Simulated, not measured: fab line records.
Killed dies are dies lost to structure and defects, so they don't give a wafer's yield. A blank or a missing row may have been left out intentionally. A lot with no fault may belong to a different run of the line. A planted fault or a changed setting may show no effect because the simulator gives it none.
Tool commonality check / flow sky130 / Lots sampled 13, wafers sampled 39

== REASON FOR OPENING ==
SKY_VT_ADJUST_PCH_TW_MEAS_10, reading VT_ADJUST_PCH_TW: flagged on 1 of 13 lots. No-fault wafers: 142.4, standard deviation 1.2.
Rule: a lot gets a flag if all its wafers with a number sit over 4 standard deviations from that mean, or if no wafer of it has a number. All remaining lots are regarded as sound.

lot=L290; measured=day 10 17:01; on=filmMetro-02; VT_ADJUST_PCH_TW, wafer by wafer=141.5 141.3 140.8; flag=
lot=L291; measured=day 11 00:32; on=filmMetro-02; VT_ADJUST_PCH_TW, wafer by wafer=141.7 141.7 142.0; flag=
lot=L293; measured=day 12 06:26; on=filmMetro-03; VT_ADJUST_PCH_TW, wafer by wafer=144.2 144.2 143.1; flag=
lot=L294; measured=day 12 11:20; on=filmMetro-04; VT_ADJUST_PCH_TW, wafer by wafer=143.3 142.5 142.9; flag=
lot=L297; measured=day 13 05:49; on=filmMetro-02; VT_ADJUST_PCH_TW, wafer by wafer=29.9 29.9 29.8; flag=FLAGGED
lot=L298; measured=day 13 17:17; on=filmMetro-02; VT_ADJUST_PCH_TW, wafer by wafer=142.5 141.7 141.2; flag=
lot=L301; measured=day 14 11:46; on=filmMetro-03; VT_ADJUST_PCH_TW, wafer by wafer=143.1 143.2 142.9; flag=
lot=L305; measured=day 15 16:41; on=filmMetro-03; VT_ADJUST_PCH_TW, wafer by wafer=143.3 143.0 142.5; flag=
lot=L307; measured=day 16 09:08; on=filmMetro-02; VT_ADJUST_PCH_TW, wafer by wafer=142.3 142.0 141.6; flag=
lot=L308; measured=day 16 10:05; on=filmMetro-04; VT_ADJUST_PCH_TW, wafer by wafer=143.3 143.1 143.1; flag=
lot=L309; measured=day 17 02:26; on=filmMetro-04; VT_ADJUST_PCH_TW, wafer by wafer=142.8 141.8 142.4; flag=
lot=L310; measured=day 17 10:25; on=filmMetro-02; VT_ADJUST_PCH_TW, wafer by wafer=140.1 139.5 140.6; flag=
lot=L311; measured=day 17 14:48; on=filmMetro-02; VT_ADJUST_PCH_TW, wafer by wafer=138.3 139.8 139.4; flag=
On average the flagged lots' numbers are 29.9, which is -112.5 against the usual, or -94 standard deviations.

== WHICH TOOL EACH LOT WENT THROUGH ==
The record holds 2 process steps before the reading, out of a route of 708 steps. Read each cell as the tool, then ch plus the chambers that the sampled wafers visited, then the start.
lot=L290; flag=; SKY_NWELL_STRIP_14=plasmaAsher-03 ch 0,1, day 4 16:49; SKY_VT_ADJUST_PCH_EXPOSE_04=ilineStepper-01 ch 0, day 10 05:12
lot=L291; flag=; SKY_NWELL_STRIP_14=plasmaAsher-02 ch 0,1, day 4 22:38; SKY_VT_ADJUST_PCH_EXPOSE_04=ilineStepper-02 ch 0, day 10 13:21
lot=L293; flag=; SKY_NWELL_STRIP_14=plasmaAsher-04 ch 0,1, day 5 22:44; SKY_VT_ADJUST_PCH_EXPOSE_04=ilineStepper-01 ch 0, day 11 19:09
lot=L294; flag=; SKY_NWELL_STRIP_14=plasmaAsher-03 ch 0,1, day 6 01:23; SKY_VT_ADJUST_PCH_EXPOSE_04=ilineStepper-01 ch 0, day 11 23:37
lot=L297; flag=FLAGGED; SKY_NWELL_STRIP_14=plasmaAsher-03 ch 0,1, day 6 15:38; SKY_VT_ADJUST_PCH_EXPOSE_04=ilineStepper-01 ch 0, day 12 17:09
lot=L298; flag=; SKY_NWELL_STRIP_14=plasmaAsher-02 ch 0,1, day 7 01:05; SKY_VT_ADJUST_PCH_EXPOSE_04=ilineStepper-02 ch 0, day 13 04:50
lot=L301; flag=; SKY_NWELL_STRIP_14=plasmaAsher-03 ch 0,1, day 7 14:16; SKY_VT_ADJUST_PCH_EXPOSE_04=ilineStepper-01 ch 0, day 13 22:50
lot=L305; flag=; SKY_NWELL_STRIP_14=plasmaAsher-03 ch 0,1, day 8 14:23; SKY_VT_ADJUST_PCH_EXPOSE_04=ilineStepper-01 ch 0, day 15 03:34
lot=L307; flag=; SKY_NWELL_STRIP_14=plasmaAsher-03 ch 0,1, day 9 02:20; SKY_VT_ADJUST_PCH_EXPOSE_04=ilineStepper-02 ch 0, day 15 18:34
lot=L308; flag=; SKY_NWELL_STRIP_14=plasmaAsher-04 ch 0,1, day 9 04:41; SKY_VT_ADJUST_PCH_EXPOSE_04=ilineStepper-01 ch 0, day 15 20:01
lot=L309; flag=; SKY_NWELL_STRIP_14=plasmaAsher-04 ch 0,1, day 9 16:14; SKY_VT_ADJUST_PCH_EXPOSE_04=ilineStepper-02 ch 0, day 16 12:07
lot=L310; flag=; SKY_NWELL_STRIP_14=plasmaAsher-03 ch 0, day 9 22:31; SKY_VT_ADJUST_PCH_EXPOSE_04=ilineStepper-01 ch 0, day 16 20:05
lot=L311; flag=; SKY_NWELL_STRIP_14=plasmaAsher-04 ch 0,1, day 10 03:05; SKY_VT_ADJUST_PCH_EXPOSE_04=ilineStepper-01 ch 0, day 17 00:46
These steps, and what they do:
- SKY_NWELL_STRIP_14: strips in O2/N2.
- SKY_VT_ADJUST_PCH_EXPOSE_04: exposes mask NWM, target cd 840 nm.
- SKY_VT_ADJUST_PCH_TW_MEAS_10

== FLAGGED OVER TOTAL, TOOL BY TOOL (the gauges that took the reading come last) ==
step=SKY_NWELL_STRIP_14; tool=plasmaAsher-02; lots run=2; flagged=0; share of the flagged lots=none; sound lots run after its first flagged lot=-
step=SKY_NWELL_STRIP_14; tool=plasmaAsher-03; lots run=7; flagged=1; share of the flagged lots=all; sound lots run after its first flagged lot=4 (L301,L305,L307,L310)
step=SKY_NWELL_STRIP_14; tool=plasmaAsher-04; lots run=4; flagged=0; share of the flagged lots=none; sound lots run after its first flagged lot=-
step=SKY_VT_ADJUST_PCH_EXPOSE_04; tool=ilineStepper-01; lots run=9; flagged=1; share of the flagged lots=all; sound lots run after its first flagged lot=5 (L301,L305,L308,L310,L311)
step=SKY_VT_ADJUST_PCH_EXPOSE_04; tool=ilineStepper-02; lots run=4; flagged=0; share of the flagged lots=none; sound lots run after its first flagged lot=-
step=SKY_VT_ADJUST_PCH_TW_MEAS_10; tool=filmMetro-02; lots run=7; flagged=1; share of the flagged lots=all; sound lots run after its first flagged lot=4 (L298,L307,L310,L311)
step=SKY_VT_ADJUST_PCH_TW_MEAS_10; tool=filmMetro-03; lots run=3; flagged=0; share of the flagged lots=none; sound lots run after its first flagged lot=-
step=SKY_VT_ADJUST_PCH_TW_MEAS_10; tool=filmMetro-04; lots run=3; flagged=0; share of the flagged lots=none; sound lots run after its first flagged lot=-

== THE TABLE: WHAT IT ALLOWS ==
3 rows of the table ran every flagged lot: plasmaAsher-03 at SKY_NWELL_STRIP_14, ilineStepper-01 at SKY_VT_ADJUST_PCH_EXPOSE_04, filmMetro-02 at SKY_VT_ADJUST_PCH_TW_MEAS_10.
- plasmaAsher-03 at SKY_NWELL_STRIP_14 ran 7 lots, 1 of them flagged. Sound lots ran on it after the first flagged one (L301, L305, L307, L310), which a lasting fault on the whole tool wouldn't allow.
- ilineStepper-01 at SKY_VT_ADJUST_PCH_EXPOSE_04 ran 9 lots, 1 of them flagged. Sound lots ran on it after the first flagged one (L301, L305, L308, L310, L311), which a lasting fault on the whole tool wouldn't allow.
- filmMetro-02 at SKY_VT_ADJUST_PCH_TW_MEAS_10 ran 7 lots, 1 of them flagged. Sound lots ran on it after the first flagged one (L298, L307, L310, L311), which a lasting fault on the whole tool wouldn't allow.
Not one row of the table ran every flagged lot while running no sound lot after the first.

== WHAT HAD BEEN PUT IN BY THE SIMULATOR ==
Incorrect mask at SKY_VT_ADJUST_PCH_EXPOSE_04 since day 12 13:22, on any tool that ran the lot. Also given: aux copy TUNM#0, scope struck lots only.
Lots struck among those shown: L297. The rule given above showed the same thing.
